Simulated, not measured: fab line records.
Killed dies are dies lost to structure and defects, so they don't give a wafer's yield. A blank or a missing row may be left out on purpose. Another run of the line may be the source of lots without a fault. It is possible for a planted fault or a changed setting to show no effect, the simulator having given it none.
Which tool did it? || flow sky130 || 11 lots, 33 wafers sampled, at 5 steps of a route of 708

== WHAT EACH GAUGE READ, for each wafer ==
SKY_CONTACT_THK_MEAS_03.
{"lot": "L215", "measured": "day 30 18:31", "on": "film metro-03", "CONTACT_HDPCVD_THK (nm)": "565 559 563"}
{"lot": "L216", "measured": "day 30 19:58", "on": "film metro-04", "CONTACT_HDPCVD_THK (nm)": "559 556 555"}
{"lot": "L219", "measured": "day 32 01:07", "on": "film metro-03", "CONTACT_HDPCVD_THK (nm)": "556 567 558"}
{"lot": "L220", "measured": "day 32 03:08", "on": "film metro-04", "CONTACT_HDPCVD_THK (nm)": "560 564 561"}
{"lot": "L222", "measured": "day 32 16:28", "on": "film metro-01", "CONTACT_HDPCVD_THK (nm)": "557 563 562"}
{"lot": "L223", "measured": "day 33 04:33", "on": "film metro-03", "CONTACT_HDPCVD_THK (nm)": "555 556 566"}
{"lot": "L225", "measured": "day 33 07:45", "on": "film metro-04", "CONTACT_HDPCVD_THK (nm)": "569 444 566 569 444 566"}
{"lot": "L226", "measured": "day 34 21:10", "on": "film metro-04", "CONTACT_HDPCVD_THK (nm)": "453 566 560 454 566 560"}
{"lot": "L234", "measured": "day 36 08:31", "on": "film metro-03", "CONTACT_HDPCVD_THK (nm)": "558 553 557"}
{"lot": "L236", "measured": "day 37 04:44", "on": "film metro-01", "CONTACT_HDPCVD_THK (nm)": "568 563 565"}
{"lot": "L238", "measured": "day 37 15:04", "on": "film metro-04", "CONTACT_HDPCVD_THK (nm)": "561 563 561"}

== WHAT TOOL EACH LOT RAN ON (gives the tool, then ch and the chambers of the sampled wafers, and finally the start) ==
{"lot": "L215", "SKY_LI_CONTACT_SPUTTER_20": "pvd sputter-02, day 29 12:36", "SKY_LOCAL_INTERCONNECT_STRIP_15": "plasma asher-02 ch 0,1, day 30 17:46", "SKY_CONTACT_CVD_00": "pecvd-02 ch 0,2, day 30 18:20", "SKY_CONTACT_HDPCVD_02": "hdpcvd-01 ch 0,1,2, day 30 18:26"}
{"lot": "L216", "SKY_LI_CONTACT_SPUTTER_20": "pvd sputter-04, day 29 14:59", "SKY_LOCAL_INTERCONNECT_STRIP_15": "plasma asher-04 ch 0,1, day 30 19:12", "SKY_CONTACT_CVD_00": "pecvd-01 ch 1,2, day 30 19:47", "SKY_CONTACT_HDPCVD_02": "hdpcvd-01 ch 1,2, day 30 19:53"}
{"lot": "L219", "SKY_LI_CONTACT_SPUTTER_20": "pvd sputter-02, day 30 20:50", "SKY_LOCAL_INTERCONNECT_STRIP_15": "plasma asher-02 ch 0,1, day 32 00:21", "SKY_CONTACT_CVD_00": "pecvd-02 ch 0,1,2, day 32 00:56", "SKY_CONTACT_HDPCVD_02": "hdpcvd-02 ch 0,1,2, day 32 01:02"}
{"lot": "L220", "SKY_LI_CONTACT_SPUTTER_20": "pvd sputter-04, day 30 22:01", "SKY_LOCAL_INTERCONNECT_STRIP_15": "plasma asher-03 ch 0,1, day 32 02:20", "SKY_CONTACT_CVD_00": "pecvd-01 ch 0,1,2, day 32 02:58", "SKY_CONTACT_HDPCVD_02": "hdpcvd-02 ch 0,1, day 32 03:04"}
{"lot": "L222", "SKY_LI_CONTACT_SPUTTER_20": "pvd sputter-04, day 31 11:22", "SKY_LOCAL_INTERCONNECT_STRIP_15": "plasma asher-03 ch 1, day 32 15:42", "SKY_CONTACT_CVD_00": "pecvd-02 ch 0,1,2, day 32 16:18", "SKY_CONTACT_HDPCVD_02": "hdpcvd-02 ch 1,2, day 32 16:23"}
{"lot": "L223", "SKY_LI_CONTACT_SPUTTER_20": "pvd sputter-02, day 31 23:34", "SKY_LOCAL_INTERCONNECT_STRIP_15": "plasma asher-04 ch 0,1, day 33 03:46", "SKY_CONTACT_CVD_00": "pecvd-01 ch 0,1, day 33 04:22", "SKY_CONTACT_HDPCVD_02": "hdpcvd-02 ch 0,2, day 33 04:28"}
{"lot": "L225", "SKY_LI_CONTACT_SPUTTER_20": "pvd sputter-04, day 32 03:41", "SKY_LOCAL_INTERCONNECT_STRIP_15": "plasma asher-03 ch 0,1, day 33 07:00", "SKY_CONTACT_CVD_00": "pecvd-01 ch 0,1,2, day 33 07:35", "SKY_CONTACT_HDPCVD_02": "hdpcvd-02 ch 0,1,2, day 33 07:41"}
{"lot": "L226", "SKY_LI_CONTACT_SPUTTER_20": "pvd sputter-03, day 33 16:45", "SKY_LOCAL_INTERCONNECT_STRIP_15": "plasma asher-04 ch 0,1, day 34 19:53", "SKY_CONTACT_CVD_00": "pecvd-03 ch 0,2, day 34 20:59", "SKY_CONTACT_HDPCVD_02": "hdpcvd-02 ch 0,1, day 34 21:06"}
{"lot": "L234", "SKY_LI_CONTACT_SPUTTER_20": "pvd sputter-02, day 35 04:04", "SKY_LOCAL_INTERCONNECT_STRIP_15": "plasma asher-03 ch 0,1, day 36 07:45", "SKY_CONTACT_CVD_00": "pecvd-01 ch 0,2, day 36 08:20", "SKY_CONTACT_HDPCVD_02": "hdpcvd-01 ch 1,2, day 36 08:26"}
{"lot": "L236", "SKY_LI_CONTACT_SPUTTER_20": "pvd sputter-03, day 36 02:29", "SKY_LOCAL_INTERCONNECT_STRIP_15": "plasma asher-03 ch 0,1, day 37 03:56", "SKY_CONTACT_CVD_00": "pecvd-02 ch 0,1, day 37 04:34", "SKY_CONTACT_HDPCVD_02": "hdpcvd-02 ch 0,2, day 37 04:40"}
{"lot": "L238", "SKY_LI_CONTACT_SPUTTER_20": "pvd sputter-02, day 36 11:48", "SKY_LOCAL_INTERCONNECT_STRIP_15": "plasma asher-04 ch 0,1, day 37 14:18", "SKY_CONTACT_CVD_00": "pecvd-03 ch 0,1, day 37 14:53", "SKY_CONTACT_HDPCVD_02": "hdpcvd-02 ch 0,1, day 37 14:59"}
- SKY_LI_CONTACT_SPUTTER_20: material TiN, target thk 20 nm, time 80 s.
- SKY_LOCAL_INTERCONNECT_STRIP_15: strips in O2/N2.
- SKY_CONTACT_CVD_00: deposits Si3N4, target thk 75 nm.
- SKY_CONTACT_HDPCVD_02: deposits SiO2, target thk 565 nm, time 94.2 s.

== THE ANSWER, worked out from the rows above alone ==
Rule: the usual values come from the lots themselves. The widest of any qualifying gaps counts: lots, ordered by their means at a reading, are off when they make up no more than a third of the lots, leave a main group of 4 or more, and stand apart from it by 3 or more times the standard deviation of that group's means. If all means in a main group match to the digits the tables above print for the reading, that group is not used. A lot without any number at a reading at which 4 lots or more have one is off too. All remaining lots with rows at the step are treated as sound.
Off: L225, L226, seen at SKY_CONTACT_THK_MEAS_03 (CONTACT_HDPCVD_THK). Mean 560 nm and standard deviation 2.7 in the main group.
A tool fits if, at a process step before that reading, it ran every lot that is off, and no sound lot after the first of them. Those tools and the gauges at SKY_CONTACT_THK_MEAS_03 are tried in the same way. No candidate that was tried fits.

== WHAT THE SIMULATOR HAD PUT IN ==
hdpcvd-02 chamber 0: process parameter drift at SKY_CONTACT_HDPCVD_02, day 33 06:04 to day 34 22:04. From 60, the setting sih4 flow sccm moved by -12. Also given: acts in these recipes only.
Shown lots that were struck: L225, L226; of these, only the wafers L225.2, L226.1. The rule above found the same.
